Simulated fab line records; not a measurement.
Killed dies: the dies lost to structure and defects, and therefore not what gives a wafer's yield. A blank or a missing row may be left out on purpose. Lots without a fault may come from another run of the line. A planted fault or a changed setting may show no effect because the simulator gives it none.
Matching of chambers    flow gf180mcu    4 sister chambers for GF_HV_LDD_ETCHBACK_58 on rieDiel-01
The step etches Si3N4 in CH3F/O2, stops on SiO2, time 100 s, target depth 90 nm. 14 wafers are shown with their chamber, then 7 later ones without.

== EACH WAFER AND ITS CHAMBER ==
wafer   chamber  ch3fFlowSccm (sccm)  throttleValvePct (%)  biasW (W)
L944.1  1        40.12                10.550                80.05
L944.4  1        40.13                10.553                80.07
L944.5  0        40.09                10.573                80.10
L947.1  3        40.03                10.569                80.30
L947.2  1        40.38                10.558                80.10
L947.6  2        40.09                10.551                80.10
L949.1  0        40.10                10.563                79.80
L949.5  1        39.95                10.562                79.53
L949.6  2        39.65                10.548                79.72
L957.1  0        39.89                10.550                80.10
L957.2  1        40.02                10.567                80.07
L957.3  3        39.95                10.540                79.89
L960.1  1        40.15                10.577                80.10
L960.2  2        40.09                10.553                79.67

SIGNATURES (means of the wafers above)
reading           chamber 0  chamber 1  chamber 2  chamber 3  scatter within a chamber
ch3fFlowSccm      40.0267    40.1250    39.9433    39.9900    0.164
throttleValvePct  10.56200   10.56117   10.55067   10.55450   0.0109
biasW             80.0000    79.9867    79.8300    80.0950    0.225
Rule: for each reading, subtract the chamber's mean from the wafer's reading, divide by that reading's scatter and square the result; add these up over the readings and take the root, which gives the wafer's distance from the chamber. The wafer belongs to the nearest chamber; if the next one is less than 2 further off, it can't be placed. How the scatter is found: for the shown wafers, subtract from each reading the mean of its chamber, square and add these, divide the total by (wafers less chambers), then take the root.

== WAFERS WITH NO CHAMBER GIVEN ==
wafer   ch3fFlowSccm (sccm)  throttleValvePct (%)  biasW (W)
L960.6  40.08                10.561                79.93
L962.1  40.03                10.551                79.77
L962.4  39.97                10.577                79.61
L962.5  39.89                10.555                80.12
L963.1  39.90                10.557                79.93
L963.2  39.90                10.557                80.18
L963.5  39.99                10.543                80.64

== THE CHAMBER EACH PASSED THROUGH ==
wafer   from the rows above                in truth
L960.6  can't be placed: 1 or 0 or 3 or 2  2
L962.1  can't be placed: 2 or 0 or 1 or 3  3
L962.4  can't be placed: 0 or 1 or 2 or 3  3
L962.5  can't be placed: 3 or 0 or 2 or 1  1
L963.1  can't be placed: 2 or 3 or 0 or 1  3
L963.2  can't be placed: 3 or 0 or 1 or 2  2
L963.5  can't be placed: 3 or 0 or 1 or 2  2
0 of 7 placed correctly. Unplaceable from these rows: 7, with the true chamber sitting among the candidates in 7. 0 placed wrongly.
